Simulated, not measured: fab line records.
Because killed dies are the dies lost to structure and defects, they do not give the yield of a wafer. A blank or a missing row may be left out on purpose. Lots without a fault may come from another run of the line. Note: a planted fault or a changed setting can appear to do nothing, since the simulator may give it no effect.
Problem report, 8D (eight disciplines) form, completed by code -- flow sky130 -- the parts of the form that need people (team, actions taken, sign-off) are left out

1. THE PROBLEM
CONTACT_HDPCVD_THK at SKY_CONTACT_THK_MEAS_03 reads a mean of 769 nm on 3 wafers of 3 lots; wafers without a fault read 565 nm with a standard deviation of 8.6. Measured from the usual mean, that is +24 standard deviations.
Seen first at day 34 09:56 on film-metro-04, wafer L692.4. The record holds 37 wafers of 13 lots with a number at this step. Rule for "out" (also "out of limits"): further than 4 standard deviations from the usual mean. The other wafers with a number count as sound.

2. WHAT IT IS AND WHAT IT IS NOT
question,is,is not
which readings at this step,CONTACT_HDPCVD_THK,-
which lots,"L692, L693, L696","L680, L681, L682, L683, L684, L685, L686, L700, L702, L703"
which wafers of those lots,"L692.4, L693.4, L696.4","L692.3, L693.3, L696.1, L696.2"
read on which gauges,film-metro-04,film-metro-02
when,from day 34 09:56,"up to then (22 sound wafers); but 12 sound wafers of L693, L696, L700, L702, L703 came after"

3. THE SUSPECTS, EACH WITH WHAT RULES IT OUT
Counting: a tool at a process step up to the reading stays a suspect if it ran every lot that is out. Sound lots after the first of them don't rule it out here, since some wafers of a struck lot are sound.
- the gauge at SKY_CONTACT_THK_MEAS_03: ruled out. All the wafers that are out were read on film-metro-04, but those of them that SKY_CONTACT_CMP_04 has rows for are out there too, on other tools.
- hdpcvd-02 at SKY_CONTACT_HDPCVD_02 (deposits SiO2, target thk 565 nm, time 94.2 s): kept. Ran every lot that is out, first one L692 (day 34 09:51); last sound lot up to then L686 (day 32 10:19).
After counting, what remains is hdpcvd-02 at SKY_CONTACT_HDPCVD_02.

4. THE CAUSE (what the simulator had put in)
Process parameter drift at SKY_CONTACT_HDPCVD_02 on hdpcvd-02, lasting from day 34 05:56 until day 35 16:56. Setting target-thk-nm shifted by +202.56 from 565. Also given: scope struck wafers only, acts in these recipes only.
Only this tool survived the counting.

5. SEQUENCE OF EFFECTS, ordered by route
Each row: a reading whose mean over the struck wafers that have a number lies more than 3 standard deviations from the usual. Only readings for which the record gives a usual standard deviation are gone through. hours: the time from each lot's start at the first step in this table that gives one to its start at this step, as a median over the lots. sigmas: the change in usual standard deviations.
hours,step,reading,usual,on struck wafers,change,sigmas
0,SKY_CONTACT_THK_MEAS_03,CONTACT_HDPCVD_THK,565 nm,769,+204,+24
0,SKY_CONTACT_CMP_04,time-to-endpoint-s,86 s,157,+71,+13
Here are the process steps it includes:
- SKY_CONTACT_CMP_04: polishes SiO2.
Later steps that measure or inspect, where all struck wafers having a row at the step show a number for every such reading and not one has moved that far: SKY_CONTACT_CD_MEAS_14.

6. WHAT WOULD HAVE CAUGHT IT SOONER
Counted from the fault's start at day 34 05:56, it took 4 hours until the first out-of-limits reading at a measuring or inspecting step in this record, taken at day 34 09:56.
Among the 3 lots that are out, L693, L696 began SKY_CONTACT_HDPCVD_02 on hdpcvd-02 after day 34 09:56. A hold on the tool at that time would have spared those 2.
